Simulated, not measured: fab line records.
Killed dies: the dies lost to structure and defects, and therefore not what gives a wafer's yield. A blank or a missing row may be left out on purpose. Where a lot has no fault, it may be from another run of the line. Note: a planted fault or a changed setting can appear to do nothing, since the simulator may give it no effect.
Which tool was responsible?    flow gf180mcu    at 1 step of a route of 602, 12 lots with 36 wafers sampled

WHAT THE GAUGES SHOWED, per wafer
GF_MIM_THK_MEAS_11: measures by xrf.
lot   measured      on            MIM_ALCU_THK (nm)
L961  day 24 11:05  filmMetro-03  195.5 199.0 194.4
L962  day 24 16:41  filmMetro-02  199.2 196.4 193.3
L965  day 26 04:16  filmMetro-01  201.1 203.5 202.8
L966  day 26 05:58  filmMetro-01  199.3 202.2 202.8
L968  day 27 03:26  filmMetro-02  200.4 196.5 198.3
L972  day 28 06:28  filmMetro-02  197.5 194.6 194.5
L973  day 28 11:25  filmMetro-02  195.8 201.4 196.6
L974  day 28 18:42  filmMetro-01  202.3 200.8 199.5
L975  day 28 22:41  filmMetro-01  204.6 204.9 206.1
L980  day 30 09:03  filmMetro-02  192.4 196.0 191.6
L982  day 31 00:27  filmMetro-01  198.4 196.3 199.8
L983  day 31 07:31  filmMetro-02  200.5 198.0 198.7

EACH LOT AND THE TOOL THAT RAN IT (in order: tool; ch and the chambers of the sampled wafers; start)
No process step before these readings appears in the record.

AS READ BY THE TOOLS THEMSELVES (means over the sampled wafers that have a number; for cases with no such wafer, the mark the record gives instead)
The record holds no such reading with a usual standard deviation.

THE ANSWER, worked out from the rows above alone
Rule: the lots themselves supply what counts as usual. The widest of any qualifying gaps counts: lots, ordered by their means at a reading, are off when they make up no more than a third of the lots, leave a main group of 4 or more, and stand apart from it by 3 or more times the standard deviation of that group's means. If all means in a main group match to the digits the tables above print for the reading, that group is not used. Also off: a lot with no number at a reading for which 4 or more lots have one. The other lots that the step has rows for count as sound. After the gauges, taken in route order, come the tools' own readings; for these a lot's mean is taken, as printed above. The first step at which some lot is off is used, and at that step the reading that is off furthest; a lot without a number counts as furthest.
None of the lots is off at any reading shown; this tells nothing.

WHAT THE SIMULATOR HAD PUT IN
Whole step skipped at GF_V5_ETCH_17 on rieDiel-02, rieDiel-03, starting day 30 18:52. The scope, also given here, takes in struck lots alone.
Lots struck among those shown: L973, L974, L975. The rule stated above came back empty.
